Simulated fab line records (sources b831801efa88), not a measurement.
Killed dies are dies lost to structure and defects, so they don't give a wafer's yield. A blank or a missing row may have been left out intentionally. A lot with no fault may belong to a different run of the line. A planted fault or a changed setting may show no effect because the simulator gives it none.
fab line records	flow sky130
[record] lots = 5	wafers = 15	lastDay = 49
route steps=708 shown POLY_GATE@230 LDD_N@237 LDD_P@255
lots with no fault: from the same line, run without faults
startH: hours from the record's opening day to when the first of the lot's shown wafers began	waitH: time in hours since the lot's previous step	" unchanged from the row above	L1.1+2: a single row standing in for several wafers	- either no value or no given start	* or withheld: withheld	< > ~ a bound
route shown NAME@n: names a module that has steps shown in the file, with the first one's number in the route	usual: mean and standard deviation over wafers with no fault	same: alike in all rows	chamber/n: place in a boat	sites: per-site readings	_std_site: their standard deviation	_edge_site: outer sites' mean less inner sites'	radiusMm: for every site, how far away it sits from the centre of the wafer	mask NAME#n: copy n	behind: the most recent tool/chamber to have shaped the wafer	hold: what put the lot on hold/how long, in hours/how the hold closed	device: the transistor (n, p or np) that didn't switch	end of line: at the end of the route, the tests of the same wafers	for a step that has no rows: nothing shown but its recipe	killed: not the wafer's yield, but the dies lost to structure and defects at the first sort	map: a wafer's dies, marking killed ones x, the rest . and places with no die _
set.NAME: the setting as run; set.NAME@STEP: as run at that earlier step	model.NAME: the simulator's own value behind a step, which no gauge read
lots at selected steps of the route; one table per step, one row per wafer
services: a tool's chamber out of use, with start hour (startH, from the record's first day; less than 0 if before it), hours out, and reason
[[steps]]
[step SKY_POLY_GATE_ETCH_16]
[recipe] stopOn = poly-Si	chemistry = CH3F/O2	target = Si3N4	sourceW = 400	biasW = 80	pressureMtorr = 25	ch3fFlowSccm = 40	O2_flow_sccm = 30	timeS = 147.5	targetDepthA = 750
[usual] drypumpMotorCurrentA = 5.9/0.46	oesProductAu = 0.640/0.0055	throttleValvePct = 10.534/0.0099
[same] timeS = 147.5
lot.wafer	tool	chamber	startH	waitH	drypumpMotorCurrentA	oesProductAu	rfHoursCounterH	throttleValvePct
L074.2	rieDiel-03	1	363.93	0.0	6.6	0.639	86	10.526
L074.3	"	3	"	"	5.4	0.646	4	10.530
L074.4	"	0	"	"	6.6	0.646	71	10.557
L086.2	rieDiel-02	0	473.45	0.0	5.7	0.635	25	10.538
L086.3	"	1	"	"	6.2	0.645	21	10.530
L086.6	"	2	"	"	5.9	0.640	-	10.521
L087.2	rieDiel-04	0	497.05	0.0	6.0	0.641	79	10.532
L087.4	"	2	"	"	5.2	0.647	81	10.533
L087.6	"	0	"	"	6.1	0.644	-	10.519
L093.1	rieDiel-03	3	541.18	0.0	5.4	0.637	7	10.516
L093.4	"	1	"	"	6.6	0.632	0	10.527
L093.5	"	2	"	"	5.6	0.635	-	10.510
L094.1	rieDiel-02	3	548.35	0.0	5.2	0.635	35	10.549
L094.4	"	2	"	"	5.9	0.634	1	10.557
L094.6	"	1	"	"	6.2	0.638	-	10.544
[step SKY_POLY_GATE_ETCH_17]
[recipe] targetDepthNm = 180	stopOn = SiO2	overEtchFrac = 0.56667	chemistry = HBr/Cl2	target = poly-Si	icpW = 400	biasW = 100	pressureMtorr = 10	HBr_flow_sccm = 150	Cl2_flow_sccm = 50	timeS = 70.5
[usual] drypumpMotorCurrentA = 5.7/0.31	oesProductAu = 0.983/0.0052	throttleValvePct = 33.684/0.0089
[same] timeS = 70.5
lot.wafer	tool	chamber	startH	waitH	drypumpMotorCurrentA	oesProductAu	rfHoursCounterH	throttleValvePct
L074.2	rieSi-01	1	364.03	0.0	5.6	0.986	4	33.689
L074.3	"	0	"	"	5.5	0.981	3	33.676
L074.4	"	3	"	"	5.8	0.985	1	33.677
L086.2	rieSi-01	0	473.55	0.0	5.5	0.992	4	33.683
L086.3	"	3	"	"	5.8	0.982	2	33.688
L086.6	"	2	"	"	5.7	0.987	-	33.665
L087.2	rieSi-01	2	497.15	0.0	5.7	0.984	2	33.693
L087.4	"	0	"	"	5.5	0.982	4	33.693
L087.6	"	3	"	"	5.7	0.973	-	33.690
L093.1	rieSi-02	2	541.28	0.0	6.3	0.982	2	33.685
L093.4	"	0	"	"	5.9	0.980	0	33.692
L093.5	"	3	"	"	5.2	0.974	-	33.682
L094.1	rieSi-01	0	548.45	0.0	5.5	0.980	4	33.704
L094.4	"	1	"	"	5.7	0.985	6	33.690
L094.6	"	2	"	"	5.7	0.986	-	33.686
[step SKY_POLY_GATE_STRIP_18]
[recipe] chemistry = O2/N2	powerW = 1400	pressureMtorr = 1500	platenTempC = withheld	o2FlowSccm = 3000	n2FlowSccm = 300	overashFraction = 0.5
[usual] drypumpMotorCurrentA = 5.8/0.42	oesProductAu = 0.362/0.0047	stripTimeToEndpointS = 3.19/0.031
lot.wafer	tool	chamber	startH	waitH	drypumpMotorCurrentA	oesProductAu	rfHoursCounterH	stripTimeToEndpointS
L074.2	plasmaAsher-01	1	364.08	0.0	4.9	0.356	24	3.18
L074.3	"	0	"	"	6.6	0.360	-	3.20
L074.4	"	1	"	"	5.0	0.358	-	3.16
L086.2	plasmaAsher-02	1	473.60	0.0	6.2	0.365	66	3.18
L086.3	"	0	"	"	5.9	0.370	-	3.15
L086.6	"	1	"	"	6.2	0.361	-	3.14
L087.2	plasmaAsher-02	1	497.20	0.0	6.2	0.360	68	3.20
L087.4	"	1	"	"	6.2	0.353	-	3.18
L087.6	"	1	"	"	6.2	0.360	-	3.22
L093.1	plasmaAsher-02	1	541.33	0.0	6.2	0.358	72	3.24
L093.4	"	0	"	"	5.9	0.360	-	3.24
L093.5	"	0	"	"	5.9	0.355	-	3.26
L094.1	plasmaAsher-02	1	548.50	0.0	6.2	0.369	73	3.16
L094.4	"	1	"	"	6.2	0.355	-	3.17
L094.6	"	1	"	"	6.2	0.361	-	3.13
[step SKY_POLY_GATE_CLEAN_19]
[recipe] chemistry = SC1/SC2	mix = 1:4:20	tempC = 70	timeS = 150	dry = n2Spin
[same] timeS = 150
lot.wafer	tool	chamber	startH	waitH
L074.2+3+4	wetBench-03	2	364.18	0.1
L086.2+3+6	wetBench-04	2	473.70	0.1
L087.2+4+6	wetBench-04	2	497.30	0.1
L093.1+4+5	wetBench-01	3	541.43	0.1
L094.1+4+6	wetBench-04	0	548.60	0.1
[step SKY_POLY_GATE_OXIDATION_20]
[recipe] tempC = 850	ambient = O2	stabiliseS = 600	purgeS = 300	targetThkA = 40	oxTimeS = 899
[usual] oxTempC = 849.9/0.39	spikeTcBottomC = 869.1/1.2	zonePowerCentrePct = 17.2/0.69
[same] oxTimeS = 899
lot.wafer	tool	chamber	startH	waitH	oxTempC	spikeTcBottomC	zonePowerCentrePct
L074.2	furnace-01	0	364.23	0.0	849.8	870.1	16.1
L074.3	"	0	"	"	850.4	868.6	16.6
L074.4	"	0	"	"	850.1	869.1	16.1
L086.2	furnace-01	0	477.19	3.4	849.7	869.5	16.1
L086.3	"	0	"	"	850.0	869.3	16.2
L086.6	"	0	"	"	850.3	869.5	16.5
L087.2	furnace-02	0	497.60	0.2	850.3	868.0	17.6
L087.4	"	0	"	"	849.7	870.1	17.9
L087.6	"	0	"	"	850.5	871.1	17.6
L093.1	furnace-02	0	542.73	1.3	850.0	871.9	17.4
L093.4	"	0	"	"	849.6	869.2	17.6
L093.5	"	0	"	"	850.2	868.5	17.6
L094.1	furnace-02	0	548.66	0.0	849.9	869.0	17.7
L094.4	"	0	"	"	850.4	869.5	17.4
L094.6	"	0	"	"	849.4	868.7	17.9
[step SKY_POLY_GATE_THK_MEAS_21]
[recipe] reads = SiO2_of_POLY_GATE_OXIDATION_20
[usual] POLY_GATE_OXIDATION_THK = 3.96/0.071
lot.wafer	tool	chamber	startH	waitH	POLY_GATE_OXIDATION_THK[nm]
L074.2	filmMetro-03	-	365.49	0.0	4.00
L074.3	"	-	"	"	4.11
L074.4	"	-	"	"	3.98
L086.2	filmMetro-02	-	478.45	0.0	3.93
L086.3	"	-	"	"	3.91
L086.6	"	-	"	"	3.96
L087.2	filmMetro-02	-	498.86	0.0	3.83
L087.4	"	-	"	"	3.84
L087.6	"	-	"	"	3.93
L093.1	filmMetro-03	-	543.98	0.0	3.93
L093.4	"	-	"	"	3.96
L093.5	"	-	"	"	3.90
L094.1	filmMetro-02	-	549.91	0.0	4.03
L094.4	"	-	"	"	3.99
L094.6	"	-	"	"	4.04
[step SKY_POLY_GATE_CD_MEAS_22]
[usual] cdNm = 150.4/1.8
lot.wafer	tool	chamber	startH	waitH	cdNm
L074.2	cdSem-01	-	365.57	0.1	149.8
L074.3	"	-	"	"	149.6
L074.4	"	-	"	"	149.9
L086.2	cdSem-01	-	478.52	0.1	150.5
L086.3	"	-	"	"	150.1
L086.6	"	-	"	"	150.2
L087.2	cdSem-02	-	498.94	0.1	151.5
L087.4	"	-	"	"	154.9
L087.6	"	-	"	"	152.8
L093.1	cdSem-02	-	544.04	0.1	151.5
L093.4	"	-	"	"	150.7
L093.5	"	-	"	"	147.1
L094.1	cdSem-02	-	549.97	0.1	149.5
L094.4	"	-	"	"	151.3
L094.6	"	-	"	"	148.9
[step SKY_LDD_N_DEHYDRATE_00]
[recipe] tempC = 200	timeS = 60
[same] timeS = 60
lot.wafer	tool	chamber	startH	waitH
L074.2+3+4	lithoTrack-03	0	379.37	13.8
L086.2+3+6	lithoTrack-01	0	493.82	15.3
L087.2+4+6	lithoTrack-04	0	514.12	15.2
L093.1+4+5	lithoTrack-04	0	558.65	14.6
L094.1+4+6	lithoTrack-01	0	564.79	14.8
[step SKY_LDD_N_HMDS_01]
[recipe] primeTimeS = 60	primeTempC = 120
lot.wafer	tool	chamber	startH	waitH
L074.2+3+4	lithoTrack-03	0	379.52	0.1
L086.2+3+6	lithoTrack-01	0	493.97	0.1
L087.2+4+6	lithoTrack-04	0	514.27	0.1
L093.1+4+5	lithoTrack-04	0	558.80	0.1
L094.1+4+6	lithoTrack-01	0	564.94	0.1
[step SKY_LDD_N_COAT_02]
[recipe] resist = NOVOLAK	spinRpm = 3000	resistThkNm = 300
[usual] dispensePressureKPa = 46/3.2
lot.wafer	tool	chamber	startH	waitH	dispensePressureKPa
L074.2	lithoTrack-03	0	379.67	0.1	41
L074.3	"	0	"	"	41
L074.4	"	0	"	"	41
L086.2	lithoTrack-01	0	494.12	0.1	49
L086.3	"	0	"	"	49
L086.6	"	0	"	"	49
L087.2	lithoTrack-04	0	514.42	0.1	47
L087.4	"	0	"	"	47
L087.6	"	0	"	"	47
L093.1	lithoTrack-04	0	558.95	0.1	47
L093.4	"	0	"	"	47
L093.5	"	0	"	"	47
L094.1	lithoTrack-01	0	565.09	0.1	49
L094.4	"	0	"	"	49
L094.6	"	0	"	"	49
[step SKY_LDD_N_SOFTBAKE_03]
[recipe] tempC = 90	timeS = 60	resist = NOVOLAK
[same] timeS = 60
lot.wafer	tool	chamber	startH	waitH
L074.2+3+4	lithoTrack-03	0	379.82	0.1
L086.2+3+6	lithoTrack-01	0	494.27	0.1
L087.2+4+6	lithoTrack-04	0	514.57	0.1
L093.1+4+5	lithoTrack-04	0	559.10	0.1
L094.1+4+6	lithoTrack-01	0	565.24	0.1
[step SKY_LDD_N_EXPOSE_04]
[recipe] maskId = NTM	targetCdNm = 840	na = 0.6	sourceShape = conventional	sigmaOuter = 0.6	doseMj = 110
[usual] exposureDoseMJCm2 = 110.00/0.12
[same] sigmaOuter = 0.6
lot.wafer	tool	chamber	startH	waitH	mask	exposureDoseMJCm2
L074.2	ilineStepper-02	0	-	-	NTM#0	110.18
L074.3	"	0	"	"	NTM#0	110.34
L074.4	"	0	"	"	NTM#0	110.04
L086.2	ilineStepper-02	0	-	-	NTM#0	109.94
L086.3	"	0	"	"	NTM#0	109.99
L086.6	"	0	"	"	NTM#0	109.97
L087.2	ilineStepper-01	0	-	-	NTM#0	109.93
L087.4	"	0	"	"	NTM#0	110.05
L087.6	"	0	"	"	NTM#0	110.10
L093.1	ilineStepper-02	0	-	-	NTM#0	110.09
L093.4	"	0	"	"	NTM#0	110.00
L093.5	"	0	"	"	NTM#0	109.93
L094.1	ilineStepper-02	0	-	-	NTM#0	110.10
L094.4	"	0	"	"	NTM#0	110.07
L094.6	"	0	"	"	NTM#0	109.98
[step SKY_LDD_N_PEB_05]
[recipe] tempC = withheld	timeS = *	resist = NOVOLAK
[same] timeS = *
lot.wafer	tool	chamber	startH	waitH
L074.2+3+4	lithoTrack-03	0	-	-
L086.2+3+6	lithoTrack-01	0	-	-
L087.2+4+6	lithoTrack-04	0	-	-
L093.1+4+5	lithoTrack-01	0	-	-
L094.1+4+6	lithoTrack-03	0	-	-
[step SKY_LDD_N_DEVELOP_06]
[recipe] developTimeS = 60	devTempC = 23
lot.wafer	tool	chamber	startH	waitH
L074.2+3+4	lithoTrack-03	0	394.17	0.1
L086.2+3+6	lithoTrack-01	0	509.57	0.1
L087.2+4+6	lithoTrack-04	0	530.27	0.1
L093.1+4+5	lithoTrack-01	0	573.04	0.1
L094.1+4+6	lithoTrack-03	0	580.10	0.1
[step SKY_LDD_N_OVL_MEAS_07]
[usual] LDD_N_OVL = 0.6/1.4
lot.wafer	tool	chamber	startH	waitH	LDD_N_OVL[nm]
L074.2	overlay-02	-	394.30	0.1	3.9
L074.3	"	-	"	"	2.4
L074.4	"	-	"	"	5.0
L086.2	overlay-02	-	509.70	0.1	1.7
L086.3	"	-	"	"	0.0
L086.6	"	-	"	"	1.3
L087.2	overlay-02	-	530.40	0.1	0.1
L087.4	"	-	"	"	-1.3
L087.6	"	-	"	"	-1.1
L093.1	overlay-01	-	573.19	0.1	0.8
L093.4	"	-	"	"	-0.5
L093.5	"	-	"	"	-0.7
L094.1	overlay-02	-	580.25	0.1	0.8
L094.4	"	-	"	"	1.7
L094.6	"	-	"	"	1.3
[step SKY_LDD_N_IMPLANT_08]
[recipe] species = As	energyKev = 20	doseCm2 = 7.5e+13	tiltDeg = withheld	rotationDeg = 23
[usual] beamEnergyKeV = 20.001/0.0057	faradayCurrentUA = 423/8.2
lot.wafer	tool	chamber	startH	waitH	beamEnergyKeV	faradayCurrentUA
L074.2	implanter-02	0	394.36	0.0	19.998	413
L074.3	"	0	"	"	20.003	434
L074.4	"	0	"	"	19.994	440
L086.2	implanter-03	0	509.75	0.0	20.011	413
L086.3	"	0	"	"	20.002	420
L086.6	"	0	"	"	20.006	420
L087.2	implanter-01	0	530.46	0.0	19.997	428
L087.4	"	0	"	"	20.001	422
L087.6	"	0	"	"	19.997	443
L093.1	implanter-02	0	573.23	0.0	19.999	416
L093.4	"	0	"	"	20.007	425
L093.5	"	0	"	"	20.006	418
L094.1	implanter-01	0	580.28	0.0	19.997	433
L094.4	"	0	"	"	19.989	423
L094.6	"	0	"	"	19.992	418
[step SKY_LDD_N_IMPLANT_09]
[recipe] species = As	energyKev = 20	doseCm2 = 7.5e+13	tiltDeg = withheld	rotationDeg = 113
[usual] beamEnergyKeV = 19.999/0.006	faradayCurrentUA = 423/8
lot.wafer	tool	chamber	startH	waitH	beamEnergyKeV	faradayCurrentUA
L074.2	implanter-02	0	394.51	0.1	19.992	425
L074.3	"	0	"	"	20.000	428
L074.4	"	0	"	"	19.991	430
L086.2	implanter-03	0	509.90	0.1	20.001	409
L086.3	"	0	"	"	20.002	418
L086.6	"	0	"	"	20.007	422
L087.2	implanter-01	0	530.61	0.1	20.001	419
L087.4	"	0	"	"	19.995	407
L087.6	"	0	"	"	19.999	415
L093.1	implanter-02	0	573.38	0.1	19.997	431
L093.4	"	0	"	"	20.003	420
L093.5	"	0	"	"	19.996	442
L094.1	implanter-01	0	580.43	0.1	20.001	420
L094.4	"	0	"	"	20.006	414
L094.6	"	0	"	"	19.998	423
[step SKY_LDD_N_IMPLANT_10]
[recipe] species = As	energyKev = 20	doseCm2 = 7.5e+13	tiltDeg = withheld	rotationDeg = 203
[usual] beamEnergyKeV = 20.000/0.0065	faradayCurrentUA = 423/7.9
lot.wafer	tool	chamber	startH	waitH	beamEnergyKeV	faradayCurrentUA
L074.2	implanter-02	0	394.66	0.1	19.996	413
L074.3	"	0	"	"	20.007	423
L074.4	"	0	"	"	20.001	426
L086.2	implanter-03	0	510.05	0.1	19.994	421
L086.3	"	0	"	"	19.994	419
L086.6	"	0	"	"	19.990	414
L087.2	implanter-01	0	530.76	0.1	20.000	410
L087.4	"	0	"	"	20.005	430
L087.6	"	0	"	"	19.999	420
L093.1	implanter-02	0	573.53	0.1	20.001	425
L093.4	"	0	"	"	19.990	426
L093.5	"	0	"	"	19.998	428
L094.1	implanter-01	0	580.58	0.1	19.998	426
L094.4	"	0	"	"	19.998	410
L094.6	"	0	"	"	20.005	418
[step SKY_LDD_N_IMPLANT_11]
[recipe] species = As	energyKev = 20	doseCm2 = 7.5e+13	tiltDeg = withheld	rotationDeg = 293
[usual] beamEnergyKeV = 20.001/0.0064	faradayCurrentUA = 422/7.9
lot.wafer	tool	chamber	startH	waitH	beamEnergyKeV	faradayCurrentUA
L074.2	implanter-02	0	394.81	0.1	19.996	414
L074.3	"	0	"	"	19.998	423
L074.4	"	0	"	"	19.998	415
L086.2	implanter-03	0	510.20	0.1	20.003	418
L086.3	"	0	"	"	19.995	416
L086.6	"	0	"	"	19.997	428
L087.2	implanter-01	0	530.91	0.1	19.996	414
L087.4	"	0	"	"	19.993	427
L087.6	"	0	"	"	19.995	423
L093.1	implanter-02	0	573.68	0.1	19.992	423
L093.4	"	0	"	"	19.988	426
L093.5	"	0	"	"	20.006	419
L094.1	implanter-01	0	580.73	0.1	19.999	413
L094.4	"	0	"	"	19.999	418
L094.6	"	0	"	"	20.008	430
[step SKY_LDD_N_IMPLANT_12]
[recipe] species = BF2	energyKev = 50	doseCm2 = 5e+12	tiltDeg = 30	rotationDeg = 0
[usual] beamEnergyKeV = 50.000/0.016	faradayCurrentUA = 28.1/0.54
lot.wafer	tool	chamber	startH	waitH	beamEnergyKeV	faradayCurrentUA
L074.2	implanter-02	0	394.96	0.1	50.007	28.1
L074.3	"	0	"	"	49.986	28.0
L074.4	"	0	"	"	49.976	27.5
L086.2	implanter-03	0	510.35	0.1	49.996	26.6
L086.3	"	0	"	"	49.982	28.3
L086.6	"	0	"	"	49.985	28.0
L087.2	implanter-01	0	531.06	0.1	49.998	28.6
L087.4	"	0	"	"	50.002	27.9
L087.6	"	0	"	"	49.994	28.6
L093.1	implanter-02	0	573.83	0.1	49.980	28.3
L093.4	"	0	"	"	50.006	29.1
L093.5	"	0	"	"	49.992	27.8
L094.1	implanter-01	0	580.88	0.1	49.975	27.6
L094.4	"	0	"	"	49.978	27.9
L094.6	"	0	"	"	50.000	28.7
[step SKY_LDD_N_IMPLANT_13]
[recipe] species = BF2	energyKev = 50	doseCm2 = 5e+12	tiltDeg = 30	rotationDeg = 90
[usual] beamEnergyKeV = 50.003/0.013	faradayCurrentUA = 28.2/0.52
lot.wafer	tool	chamber	startH	waitH	beamEnergyKeV	faradayCurrentUA
L074.2	implanter-02	0	395.11	0.1	50.020	27.1
L074.3	"	0	"	"	50.021	28.8
L074.4	"	0	"	"	50.012	28.9
L086.2	implanter-03	0	510.50	0.1	49.977	27.3
L086.3	"	0	"	"	49.996	28.3
L086.6	"	0	"	"	49.995	28.4
L087.2	implanter-01	0	531.21	0.1	49.997	28.1
L087.4	"	0	"	"	50.002	27.8
L087.6	"	0	"	"	49.994	28.6
L093.1	implanter-02	0	573.98	0.1	50.006	28.1
L093.4	"	0	"	"	50.016	28.7
L093.5	"	0	"	"	50.024	28.7
L094.1	implanter-01	0	581.03	0.1	50.009	28.5
L094.4	"	0	"	"	50.001	28.5
L094.6	"	0	"	"	50.009	28.4
[step SKY_LDD_N_IMPLANT_14]
[recipe] species = BF2	energyKev = 50	doseCm2 = 5e+12	tiltDeg = 30	rotationDeg = 180
[usual] beamEnergyKeV = 50.003/0.016	faradayCurrentUA = 28.2/0.56
lot.wafer	tool	chamber	startH	waitH	beamEnergyKeV	faradayCurrentUA
L074.2	implanter-02	0	395.26	0.1	50.010	28.7
L074.3	"	0	"	"	50.032	27.9
L074.4	"	0	"	"	50.001	27.3
L086.2	implanter-03	0	510.65	0.1	50.009	29.0
L086.3	"	0	"	"	49.979	28.6
L086.6	"	0	"	"	50.006	27.4
L087.2	implanter-01	0	531.36	0.1	50.011	28.6
L087.4	"	0	"	"	50.018	28.8
L087.6	"	0	"	"	49.994	28.2
L093.1	implanter-02	0	574.13	0.1	49.982	28.2
L093.4	"	0	"	"	50.001	28.1
L093.5	"	0	"	"	49.990	28.7
L094.1	implanter-01	0	581.18	0.1	50.012	29.2
L094.4	"	0	"	"	50.013	28.0
L094.6	"	0	"	"	50.007	28.9
[step SKY_LDD_N_IMPLANT_15]
[recipe] species = BF2	energyKev = 50	doseCm2 = 5e+12	tiltDeg = 30	rotationDeg = 270
[usual] beamEnergyKeV = 50.001/0.015	faradayCurrentUA = 28.2/0.59
lot.wafer	tool	chamber	startH	waitH	beamEnergyKeV	faradayCurrentUA
L074.2	implanter-02	0	395.41	0.1	49.997	28.2
L074.3	"	0	"	"	49.984	27.1
L074.4	"	0	"	"	49.993	27.7
L086.2	implanter-03	0	510.80	0.1	49.985	27.7
L086.3	"	0	"	"	50.004	28.1
L086.6	"	0	"	"	50.011	28.4
L087.2	implanter-01	0	531.51	0.1	50.015	28.0
L087.4	"	0	"	"	50.006	27.4
L087.6	"	0	"	"	50.011	27.3
L093.1	implanter-02	0	574.28	0.1	50.007	29.4
L093.4	"	0	"	"	49.973	27.7
L093.5	"	0	"	"	50.007	27.4
L094.1	implanter-01	0	581.33	0.1	50.027	28.2
L094.4	"	0	"	"	50.001	29.0
L094.6	"	0	"	"	50.018	28.9
[step SKY_LDD_N_STRIP_16]
[recipe] chemistry = O2/N2	powerW = 1400	pressureMtorr = 1500	platenTempC = withheld	o2FlowSccm = 3000	n2FlowSccm = 300	overashFraction = 0.5
[usual] drypumpMotorCurrentA = 5.8/0.63	oesProductAu = 0.406/0.0045	stripTimeToEndpointS = 4.318/0.016
lot.wafer	tool	chamber	startH	waitH	drypumpMotorCurrentA	oesProductAu	rfHoursCounterH	stripTimeToEndpointS
L074.2	plasmaAsher-01	0	395.53	0.1	6.5	0.399	28	4.312
L074.3	"	0	"	"	6.6	0.406	-	4.310
L074.4	"	1	"	"	5.0	0.401	-	4.300
L086.2	plasmaAsher-03	0	510.93	0.1	6.0	0.402	8	4.335
L086.3	"	1	"	"	6.6	0.404	-	4.317
L086.6	"	1	"	"	6.6	0.408	-	4.327
L087.2	plasmaAsher-01	1	531.63	0.1	4.9	0.404	42	4.316
L087.4	"	1	"	"	4.9	0.408	-	4.311
L087.6	"	1	"	"	5.0	0.410	-	4.296
L093.1	plasmaAsher-03	1	574.43	0.1	6.7	0.409	15	4.353
L093.4	"	0	"	"	6.0	0.409	-	4.335
L093.5	"	1	"	"	6.6	0.400	-	4.335
L094.1	plasmaAsher-04	1	581.48	0.1	5.4	0.408	89	4.340
L094.4	"	0	"	"	5.3	0.397	-	4.324
L094.6	"	0	"	"	5.2	0.405	-	4.334
[step SKY_LDD_N_TW_MEAS_17]
[usual] LDD_N_TW = 2568/26
lot.wafer	tool	chamber	startH	waitH	LDD_N_TW
L074.2	filmMetro-01	-	395.64	0.1	2545
L074.3	"	-	"	"	2556
L074.4	"	-	"	"	2566
L086.2	filmMetro-02	-	511.04	0.1	2536
L086.3	"	-	"	"	2538
L086.6	"	-	"	"	2530
L087.2	filmMetro-01	-	531.74	0.1	2548
L087.4	"	-	"	"	2544
L087.6	"	-	"	"	2544
L093.1	filmMetro-03	-	574.53	0.1	2588
L093.4	"	-	"	"	2608
L093.5	"	-	"	"	2603
L094.1	filmMetro-03	-	581.58	0.1	2605
L094.4	"	-	"	"	2599
L094.6	"	-	"	"	2598
[step SKY_LDD_P_DEHYDRATE_00]
[recipe] tempC = 200	timeS = 60
[same] timeS = 60
lot.wafer	tool	chamber	startH	waitH
L074.2+3+4	lithoTrack-04	0	409.47	13.8
L086.2+3+6	lithoTrack-04	0	526.02	15.0
L087.2+4+6	lithoTrack-02	0	545.73	14.0
L093.1+4+5	lithoTrack-04	0	589.15	14.6
L094.1+4+6	lithoTrack-03	0	595.45	13.9
[step SKY_LDD_P_HMDS_01]
[recipe] primeTimeS = 60	primeTempC = 120
lot.wafer	tool	chamber	startH	waitH
L074.2+3+4	lithoTrack-04	0	409.62	0.1
L086.2+3+6	lithoTrack-04	0	526.17	0.1
L087.2+4+6	lithoTrack-02	0	545.88	0.1
L093.1+4+5	lithoTrack-04	0	589.30	0.1
L094.1+4+6	lithoTrack-03	0	595.60	0.1
[step SKY_LDD_P_COAT_02]
[recipe] resist = NOVOLAK	spinRpm = 3000	resistThkNm = 1140
[usual] dispensePressureKPa = 43.1/2.8
lot.wafer	tool	chamber	startH	waitH	dispensePressureKPa
L074.2	lithoTrack-04	0	409.77	0.1	47.1
L074.3	"	0	"	"	47.1
L074.4	"	0	"	"	47.1
L086.2	lithoTrack-04	0	526.32	0.1	47.1
L086.3	"	0	"	"	47.1
L086.6	"	0	"	"	47.1
L087.2	lithoTrack-02	0	546.03	0.1	41.1
L087.4	"	0	"	"	41.1
L087.6	"	0	"	"	41.1
L093.1	lithoTrack-04	0	589.45	0.1	47.1
L093.4	"	0	"	"	47.1
L093.5	"	0	"	"	47.1
L094.1	lithoTrack-03	0	595.75	0.1	41.0
L094.4	"	0	"	"	41.0
L094.6	"	0	"	"	41.0
[step SKY_LDD_P_SOFTBAKE_03]
[recipe] tempC = 90	timeS = 60	resist = NOVOLAK
[same] timeS = 60
lot.wafer	tool	chamber	startH	waitH
L074.2+3+4	lithoTrack-04	0	409.92	0.1
L086.2+3+6	lithoTrack-04	0	526.47	0.1
L087.2+4+6	lithoTrack-02	0	546.18	0.1
L093.1+4+5	lithoTrack-04	0	589.60	0.1
L094.1+4+6	lithoTrack-03	0	595.90	0.1
[step SKY_LDD_P_EXPOSE_04]
[recipe] maskId = PSDM	na = 0.6	sourceShape = conventional	sigmaOuter = 0.6	polarization = unpolarized	targetCdNm = 380	doseMj = 138
[usual] exposureDoseMJCm2 = 137.93/0.14
[same] sigmaOuter = 0.6
lot.wafer	tool	chamber	startH	waitH	mask	exposureDoseMJCm2
L074.2	ilineStepper-01	0	-	-	PSDM#0	137.91
L074.3	"	0	"	"	PSDM#0	138.06
L074.4	"	0	"	"	PSDM#0	137.95
L086.2	ilineStepper-02	0	-	-	PSDM#0	137.70
L086.3	"	0	"	"	PSDM#0	137.64
L086.6	"	0	"	"	PSDM#0	137.69
L087.2	ilineStepper-02	0	-	-	PSDM#0	137.81
L087.4	"	0	"	"	PSDM#0	137.93
L087.6	"	0	"	"	PSDM#0	137.77
L093.1	ilineStepper-02	0	-	-	PSDM#0	138.09
L093.4	"	0	"	"	PSDM#0	138.00
L093.5	"	0	"	"	PSDM#0	137.86
L094.1	ilineStepper-01	0	-	-	PSDM#0	137.97
L094.4	"	0	"	"	PSDM#0	137.99
L094.6	"	0	"	"	PSDM#0	137.93
[[services]]
tool	chamber	startH	hours	kind
ilineStepper-02	-	345.97	4.3	pm
rieDiel-02	0	364.60	5.9	repair
implanter-02	-	369.43	3.8	repair
plasmaAsher-03	-	370.19	6.8	repair
ilineStepper-02	-	376.22	1.7	pm
plasmaAsher-02	-	380.16	2.7	repair
rieDiel-02	1	388.87	9.0	repair
rieSi-01	3	388.89	29.9	repair
furnace-02	-	409.54	18.1	pm
implanter-03	-	418.68	2.5	pm
plasmaAsher-01	-	421.54	2.8	pm
implanter-01	-	422.88	4.6	pm
furnace-02	-	427.59	3.9	pm
rieSi-01	0	429.29	2.9	repair
furnace-02	-	431.47	3.4	pm
implanter-03	-	468.35	5.9	pm
furnace-02	-	492.58	3.0	pm
implanter-01	-	499.08	0.6	repair
ilineStepper-01	-	512.85	1.7	pm
rieSi-01	0	522.96	15.4	repair
implanter-02	-	533.06	2.0	repair
plasmaAsher-01	-	565.19	33.9	repair
plasmaAsher-02	-	577.86	1.5	repair
ilineStepper-02	-	594.40	1.7	pm
[[key]]
fault none
